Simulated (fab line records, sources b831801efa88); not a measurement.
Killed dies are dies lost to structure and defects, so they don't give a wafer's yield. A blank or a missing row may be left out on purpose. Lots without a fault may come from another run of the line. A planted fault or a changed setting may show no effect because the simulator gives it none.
Which tool did it? | flow gf180mcu | 14 lots, 42 wafers sampled, at 4 steps of a route of 602

WHAT THE GAUGES READ, wafer by wafer
GF_M4_THK_MEAS_06: measures by xrf.
lot  | measured     | on            | M4_ALCU_THK (nm)
L100 | day 22 22:31 | film_metro-03 | 455 452 448
L101 | day 23 03:37 | film_metro-03 | 445 444 446
L105 | day 24 14:38 | film_metro-02 | 453 453 452
L106 | day 24 23:52 | film_metro-02 | 453 451 454
L108 | day 25 12:05 | film_metro-02 | 453 450 459
L109 | day 26 00:49 | film_metro-04 | 456 456 448
L113 | day 27 06:55 | film_metro-03 | 448 452 447
L114 | day 27 16:35 | film_metro-02 | 458 457 452
L115 | day 27 16:52 | film_metro-04 | 444 444 442
L117 | day 28 09:43 | film_metro-02 | 445 447 445
L118 | day 28 14:07 | film_metro-04 | 446 443 445
L119 | day 28 19:42 | film_metro-03 | 457 454 456
L121 | day 29 12:35 | film_metro-03 | 459 453 455
L122 | day 29 19:18 | film_metro-02 | 452 447 450

GF_V4_THK_MEAS_03.
lot  | measured     | on            | V4_CVD_02_THK (nm)
L100 | day 23 21:53 | film_metro-02 | 824 849 850
L101 | day 24 02:56 | film_metro-02 | 842 848 853
L105 | day 25 12:53 | film_metro-04 | 837 863 841
L106 | day 25 21:34 | film_metro-02 | 836 848 848
L113 | day 28 03:47 | film_metro-02 | 856 850 866
L114 | day 28 13:09 | film_metro-01 | 857 868 862
L115 | day 28 13:43 | film_metro-04 | 858 835 854
L117 | day 29 05:56 | film_metro-04 | 853 847 847
L118 | day 29 09:58 | film_metro-02 | 851 849 867
L119 | day 29 15:45 | film_metro-04 | 840 840 857
L121 | day 30 07:51 | film_metro-01 | 835 852 862
L122 | day 30 14:32 | film_metro-01 | 857 836 859

WHICH TOOL RAN EACH LOT (tool, then ch and the chambers of the sampled wafers, then the start)
lot  | GF_V3_CVD_23                  | GF_V4_CVD_00
L100 | cvd_w-01 ch 0,1, day 22 21:35 | hdpcvd-02 ch 0,1, day 23 21:41
L101 | cvd_w-01 ch 0,1, day 23 02:23 | hdpcvd-01 ch 1,2, day 24 02:44
L105 | cvd_w-01 ch 0,1, day 24 13:41 | hdpcvd-02 ch 0,1,2, day 25 12:38
L106 | cvd_w-02 ch 0,1, day 24 22:40 | hdpcvd-01 ch 0,2, day 25 21:22
L108 | cvd_w-01 ch 0,1, day 25 10:58 | hdpcvd-01 ch 0,1, day 26 09:44
L109 | cvd_w-02 ch 0,1, day 25 23:55 | hdpcvd-01 ch 0,1,2, day 26 22:28
L113 | cvd_w-02 ch 0,1, day 27 05:41 | hdpcvd-02 ch 0,1,2, day 28 03:35
L114 | cvd_w-02 ch 0,1, day 27 15:40 | hdpcvd-02 ch 0,1,2, day 28 12:58
L115 | cvd_w-01 ch 0,1, day 27 15:56 | hdpcvd-01 ch 0,1,2, day 28 13:31
L117 | cvd_w-01 ch 0,1, day 28 08:47 | hdpcvd-02 ch 0,2, day 29 05:35
L118 | cvd_w-02 ch 0,1, day 28 12:58 | hdpcvd-02 ch 0,2, day 29 09:46
L119 | cvd_w-02 ch 0,1, day 28 18:40 | hdpcvd-01 ch 0,1, day 29 15:32
L121 | cvd_w-02 ch 0,1, day 29 11:41 | hdpcvd-01 ch 0,2, day 30 07:38
L122 | cvd_w-02 ch 0, day 29 18:22   | hdpcvd-01 ch 0,2, day 30 14:20
- GF_V3_CVD_23: deposits W, target thk 350 nm, time 104.9 s.
- GF_V4_CVD_00: deposits SiO2, target thk 600 nm, time 100 s.

WHAT THE TOOLS THEMSELVES READ (means of the sampled wafers that have a number; where no wafer has one, the mark that the record gives instead)
GF_V3_CVD_23.
lot  | tool     | chamber_pressure_Torr (Torr) | heater_power_outer_w (W) | heater_power_w (W) | susceptor_temp_C (C)
L100 | cvd_w-01 | 40.50                        | 531                      | 858                | 400.25
L101 | cvd_w-01 | 40.50                        | 537                      | 869                | 399.74
L105 | cvd_w-01 | 40.60                        | 543                      | 877                | 399.89
L106 | cvd_w-02 | 40.61                        | 570                      | 884                | 399.95
L108 | cvd_w-01 | 40.66                        | 534                      | 870                | 400.05
L109 | cvd_w-02 | 40.52                        | 563                      | 879                | 400.29
L113 | cvd_w-02 | 40.62                        | 542                      | 882                | 400.02
L114 | cvd_w-02 | 40.62                        | 546                      | 880                | 399.82
L115 | cvd_w-01 | 40.62                        | 563                      | 926                | 399.94
L117 | cvd_w-01 | 40.59                        | 558                      | 916                | 400.21
L118 | cvd_w-02 | 40.56                        | 566                      | 893                | 400.42
L119 | cvd_w-02 | 40.62                        | 551                      | 874                | 400.10
L121 | cvd_w-02 | 40.60                        | 564                      | 882                | 399.99
L122 | cvd_w-02 | 40.52                        | 596                      | 902                | 400.02

GF_V4_CVD_00.
lot  | tool      | pressure_mtorr (mTorr) | run_length_s (s) | susceptor_temp_C (C)
L100 | hdpcvd-02 | 6.005                  | 127.6            | 400.11
L101 | hdpcvd-01 | 6.013                  | 128.1            | 400.22
L105 | hdpcvd-02 | 6.001                  | 127.8            | 400.20
L106 | hdpcvd-01 | 6.002                  | 127.8            | 399.85
L108 | hdpcvd-01 | -                      | -                | -
L109 | hdpcvd-01 | -                      | -                | -
L113 | hdpcvd-02 | 5.998                  | 127.5            | 400.02
L114 | hdpcvd-02 | 6.000                  | 127.8            | 399.97
L115 | hdpcvd-01 | 5.993                  | 127.9            | 399.85
L117 | hdpcvd-02 | 5.999                  | 127.7            | 399.99
L118 | hdpcvd-02 | 5.995                  | 127.5            | 400.25
L119 | hdpcvd-01 | 5.996                  | 128.5            | 399.80
L121 | hdpcvd-01 | 5.985                  | 127.9            | 400.01
L122 | hdpcvd-01 | 5.999                  | 128.0            | 399.80

THE ANSWER, worked out from the rows above alone
Rule: what is usual is taken from the lots themselves. Put in order of their means at a reading, lots are off if they are a third of the lots or fewer, leave a main group of 4 or more, and stand apart from it by a gap of 3 or more times the standard deviation of the main group's means; of several such gaps the widest counts. A main group whose means are all the same, to the digits that the tables above print for the reading, isn't used. A lot without any number at a reading at which 4 lots or more have one is off too. The other lots that the step has rows for count as sound. The gauges are gone through in route order, then the tools' own readings, and for those a lot's mean is taken as printed above. The first step at which some lot is off is used, and at that step the reading that is off furthest; a lot without a number counts as furthest.
Off: L108, L109, at GF_V4_CVD_00 (pressure_mtorr). Without a number there: L108, L109. The main group: mean 5.999 mTorr, standard deviation 0.0065.
A tool fits if, at that step or a process step before it, it ran every lot that is off, and no sound lot after the first of them. None of those tried fits.

WHAT THE SIMULATOR HAD PUT IN
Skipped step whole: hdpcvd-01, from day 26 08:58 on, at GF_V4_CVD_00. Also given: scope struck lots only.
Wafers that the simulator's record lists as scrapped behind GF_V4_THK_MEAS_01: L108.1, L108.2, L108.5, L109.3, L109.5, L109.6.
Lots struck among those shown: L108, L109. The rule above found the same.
